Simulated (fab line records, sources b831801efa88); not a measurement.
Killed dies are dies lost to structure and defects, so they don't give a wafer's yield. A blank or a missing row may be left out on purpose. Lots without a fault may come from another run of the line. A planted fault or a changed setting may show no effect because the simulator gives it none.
Tool commonality check | flow sky130 | 9 lots, 33 wafers sampled

WHY IT WAS OPENED
At SKY_METAL2_RS_MEAS_05 the reading METAL2_ALCU_RS is flagged on 2 of 9 lots. Wafers without a fault read 0.1266 ohm/sq, standard deviation 0.0017.
Rule: a lot is flagged when every wafer of it that has a number lies more than 4 standard deviations from that mean, or none has a number. The other lots count as sound.

lot  | measured     | on            | METAL2_ALCU_RS (ohm/sq), wafer by wafer   | flag
L172 | day 34 03:30 | film_metro-02 | 0.1269 0.1304 0.1255                      |
L173 | day 34 04:52 | film_metro-02 | 0.1263 0.1263 0.1257                      |
L175 | day 35 02:35 | film_metro-02 | 0.1267 0.1248 0.1257                      |
L180 | day 36 19:53 | film_metro-03 | 0.1482 0.1476 0.1472 0.1482 0.1476 0.1474 | FLAGGED
L183 | day 36 21:26 | film_metro-03 | 0.1467 0.1482 0.1450 0.1461 0.1482 0.1448 | FLAGGED
L186 | day 38 22:43 | film_metro-03 | 0.1272 0.1282 0.1256                      |
L191 | day 40 12:23 | film_metro-02 | 0.1268 0.1299 0.1295                      |
L192 | day 40 16:14 | film_metro-01 | 0.1222 0.1231 0.1237                      |
L194 | day 40 20:15 | film_metro-02 | 0.1246 0.1259 0.1261                      |
The numbers of the flagged lots are 0.1471 ohm/sq on average: +0.0205 ohm/sq against the usual, or +12 standard deviations.

WHICH TOOL RAN EACH LOT
The record holds 3 process steps before the reading, out of a route of 708 steps. In each cell: the tool, then ch and the chambers that the sampled wafers went through, then the start.
lot  | flag    | SKY_VIA1_STRIP_16                    | SKY_VIA1_SPUTTER_20          | SKY_METAL2_SPUTTER_02
L172 |         | plasma_asher-01 ch 0,1, day 34 02:08 | pvd_sputter-03, day 34 02:43 | pvd_sputter-02, day 34 03:24
L173 |         | plasma_asher-04 ch 0,1, day 34 03:30 | pvd_sputter-01, day 34 04:03 | pvd_sputter-04, day 34 04:44
L175 |         | plasma_asher-04 ch 0,1, day 35 00:58 | pvd_sputter-04, day 35 01:35 | pvd_sputter-04, day 35 02:30
L180 | FLAGGED | plasma_asher-01 ch 0,1, day 36 18:31 | pvd_sputter-01, day 36 19:07 | pvd_sputter-04, day 36 19:47
L183 | FLAGGED | plasma_asher-04 ch 0,1, day 36 20:05 | pvd_sputter-03, day 36 20:40 | pvd_sputter-04, day 36 21:21
L186 |         | plasma_asher-01 ch 0,1, day 38 20:55 | pvd_sputter-01, day 38 21:55 | pvd_sputter-02, day 38 22:36
L191 |         | plasma_asher-04 ch 1, day 40 10:41   | pvd_sputter-01, day 40 11:37 | pvd_sputter-03, day 40 12:17
L192 |         | plasma_asher-04 ch 0,1, day 40 14:31 | pvd_sputter-03, day 40 15:10 | pvd_sputter-04, day 40 16:08
L194 |         | plasma_asher-04 ch 0,1, day 40 18:28 | pvd_sputter-01, day 40 19:28 | pvd_sputter-04, day 40 20:08
What these steps do:
- SKY_VIA1_STRIP_16: strips in O2/N2.
- SKY_VIA1_SPUTTER_20: material TiN, target thk 20 nm, time 80 s.
- SKY_METAL2_SPUTTER_02: material AlCu, target thk 250 nm, time 13.3 s.
- SKY_METAL2_RS_MEAS_05: measures by four-point-probe.

FLAGGED OVER TOTAL, TOOL BY TOOL (the gauges that took the reading come last)
step                  | tool            | lots run | flagged | share of the flagged lots | sound lots run after its first flagged lot
SKY_VIA1_STRIP_16     | plasma_asher-01 | 3        | 1       | some                      | 1 (L186)
SKY_VIA1_STRIP_16     | plasma_asher-04 | 6        | 1       | some                      | 3 (L191,L192,L194)
SKY_VIA1_SPUTTER_20   | pvd_sputter-01  | 5        | 1       | some                      | 3 (L186,L191,L194)
SKY_VIA1_SPUTTER_20   | pvd_sputter-03  | 3        | 1       | some                      | 1 (L192)
SKY_VIA1_SPUTTER_20   | pvd_sputter-04  | 1        | 0       | none                      | -
SKY_METAL2_SPUTTER_02 | pvd_sputter-02  | 2        | 0       | none                      | -
SKY_METAL2_SPUTTER_02 | pvd_sputter-03  | 1        | 0       | none                      | -
SKY_METAL2_SPUTTER_02 | pvd_sputter-04  | 6        | 2       | all                       | 2 (L192,L194)
SKY_METAL2_RS_MEAS_05 | film_metro-01   | 1        | 0       | none                      | -
SKY_METAL2_RS_MEAS_05 | film_metro-02   | 5        | 0       | none                      | -
SKY_METAL2_RS_MEAS_05 | film_metro-03   | 3        | 2       | all                       | 1 (L186)

WHAT THE TABLE ALLOWS
2 rows of the table ran every flagged lot: pvd_sputter-04 at SKY_METAL2_SPUTTER_02, film_metro-03 at SKY_METAL2_RS_MEAS_05.
- pvd_sputter-04 at SKY_METAL2_SPUTTER_02: 2 of its 6 lots flagged. Sound lots ran on it after the first flagged one (L192, L194), which a lasting fault on the whole tool wouldn't allow. Its own readings lie more than 4 standard deviations out on every wafer of the flagged lots: cathode_dc_power_W.
- film_metro-03 at SKY_METAL2_RS_MEAS_05: 2 of its 3 lots flagged. Sound lots ran on it after the first flagged one (L186), which a lasting fault on the whole tool wouldn't allow.
No row of the table ran every flagged lot and no sound lot after the first.

WHAT THE SIMULATOR HAD PUT IN
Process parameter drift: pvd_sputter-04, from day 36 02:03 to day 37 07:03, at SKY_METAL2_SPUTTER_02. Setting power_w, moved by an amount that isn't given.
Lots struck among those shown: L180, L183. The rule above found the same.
